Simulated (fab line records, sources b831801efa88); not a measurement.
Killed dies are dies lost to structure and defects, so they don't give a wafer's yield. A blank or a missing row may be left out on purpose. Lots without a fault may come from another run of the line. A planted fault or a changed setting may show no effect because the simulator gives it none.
Which tool did it? | flow sky130 | 15 lots, 45 wafers sampled, at 2 steps of a route of 708

WHAT THE GAUGES READ, wafer by wafer
The record holds no reading of a measuring or inspecting step that can be judged against a usual standard deviation.

WHICH TOOL RAN EACH LOT (tool, then ch and the chambers of the sampled wafers, then the start)
lot  | SKY_SONOS_ONO_STRIP_17               | SKY_PAD_OPEN_PROBE_99
L247 | plasma_asher-01 ch 0,1, day 12 18:29 | -
L250 | plasma_asher-01 ch 0,1, day 14 00:35 | -
L252 | plasma_asher-01 ch 0,1, day 14 15:58 | -
L254 | plasma_asher-01 ch 0,1, day 15 03:41 | prober-01, day 47 12:46
L256 | plasma_asher-03 ch 0,1, day 15 17:31 | prober-02, day 48 06:16
L257 | plasma_asher-03 ch 0,1, day 16 02:01 | prober-01, day 48 13:46
L258 | plasma_asher-01 ch 0,1, day 16 10:26 | -
L259 | plasma_asher-01 ch 0, day 16 18:55   | prober-02, day 49 12:13
L260 | plasma_asher-03 ch 0,1, day 16 23:17 | prober-02, day 49 16:22
L261 | plasma_asher-03 ch 0,1, day 17 16:49 | prober-01, day 49 14:04
L266 | plasma_asher-01 ch 0,1, day 19 07:40 | prober-01, day 50 06:46
L267 | plasma_asher-03 ch 0,1, day 20 00:19 | -
L268 | plasma_asher-04 ch 0,1, day 20 00:23 | -
L269 | plasma_asher-03 ch 0,1, day 20 06:03 | -
L270 | plasma_asher-03 ch 0,1, day 20 11:41 | -
- SKY_SONOS_ONO_STRIP_17: strips in O2/N2.
- SKY_PAD_OPEN_PROBE_99

WHAT THE TOOLS THEMSELVES READ (means of the sampled wafers that have a number; where no wafer has one, the mark that the record gives instead)
SKY_SONOS_ONO_STRIP_17.
lot  | tool            | chamber_pressure_mTorr (mTorr) | drypump_motor_current_A (A) | oes_product_au (a.u.) | strip_time_to_endpoint_s (s)
L247 | plasma_asher-01 | 1500.2                         | 6.0                         | 0.708                 | 14.08
L250 | plasma_asher-01 | 1500.4                         | 5.9                         | 0.705                 | 14.08
L252 | plasma_asher-01 | 1500.4                         | 6.0                         | 0.710                 | 14.11
L254 | plasma_asher-01 | 1500.5                         | 6.0                         | 0.712                 | 14.10
L256 | plasma_asher-03 | 1500.2                         | 5.0                         | 0.713                 | 14.09
L257 | plasma_asher-03 | 1500.2                         | 5.0                         | 0.713                 | 14.15
L258 | plasma_asher-01 | 1501.1                         | 6.0                         | 0.710                 | 14.09
L259 | plasma_asher-01 | -                              | -                           | -                     | -
L260 | plasma_asher-03 | -                              | -                           | -                     | -
L261 | plasma_asher-03 | -                              | -                           | -                     | -
L266 | plasma_asher-01 | 1499.3                         | 6.0                         | 0.709                 | 14.11
L267 | plasma_asher-03 | 1500.2                         | 5.0                         | 0.710                 | 14.14
L268 | plasma_asher-04 | 1500.7                         | 5.6                         | 0.711                 | 14.18
L269 | plasma_asher-03 | 1500.8                         | 5.0                         | 0.709                 | 14.07
L270 | plasma_asher-03 | 1500.1                         | 5.1                         | 0.713                 | 14.08

SKY_PAD_OPEN_PROBE_99.
lot  | tool      | killed_at_M0_to_M3 | killed_at_M4_up | killed_at_contacts | killed_at_front_end | killed_at_other | killed_dies | killed_on_rim | killed_open | killed_short
L254 | prober-01 | 43                 | 4.3             | 24                 | 14                  | 0.7             | 86          | 17            | 42          | 44
L256 | prober-02 | 39                 | 4.3             | 23                 | 15                  | 0.7             | 82          | 16            | 48          | 34
L257 | prober-01 | 44                 | 5.0             | 19                 | 11                  | 0.0             | 80          | 15            | 43          | 37
L259 | prober-02 | 33                 | 4.0             | 25                 | 431                 | 0.0             | 492         | 96            | 43          | 34
L260 | prober-02 | 43                 | 3.0             | 17                 | 429                 | 0.7             | 492         | 96            | 46          | 37
L261 | prober-01 | 47                 | 2.7             | 23                 | 419                 | 0.0             | 492         | 96            | 42          | 40
L266 | prober-01 | 43                 | 3.3             | 19                 | 18                  | 0.3             | 83          | 18            | 41          | 43

THE ANSWER, worked out from the rows above alone
Rule: what is usual is taken from the lots themselves. Put in order of their means at a reading, lots are off if they are a third of the lots or fewer, leave a main group of 4 or more, and stand apart from it by a gap of 3 or more times the standard deviation of the main group's means; of several such gaps the widest counts. A main group whose means are all the same, to the digits that the tables above print for the reading, isn't used. A lot without any number at a reading at which 4 lots or more have one is off too. The other lots that the step has rows for count as sound. The gauges are gone through in route order, then the tools' own readings, and for those a lot's mean is taken as printed above. The first step at which some lot is off is used, and at that step the reading that is off furthest; a lot without a number counts as furthest.
Off: L259, L260, L261, at SKY_SONOS_ONO_STRIP_17 (chamber_pressure_mTorr). Without a number there: L259, L260, L261. The main group: mean 1500.3 mTorr, standard deviation 0.43.
A tool fits if, at that step or a process step before it, it ran every lot that is off, and no sound lot after the first of them. None of those tried fits.

WHAT THE SIMULATOR HAD PUT IN
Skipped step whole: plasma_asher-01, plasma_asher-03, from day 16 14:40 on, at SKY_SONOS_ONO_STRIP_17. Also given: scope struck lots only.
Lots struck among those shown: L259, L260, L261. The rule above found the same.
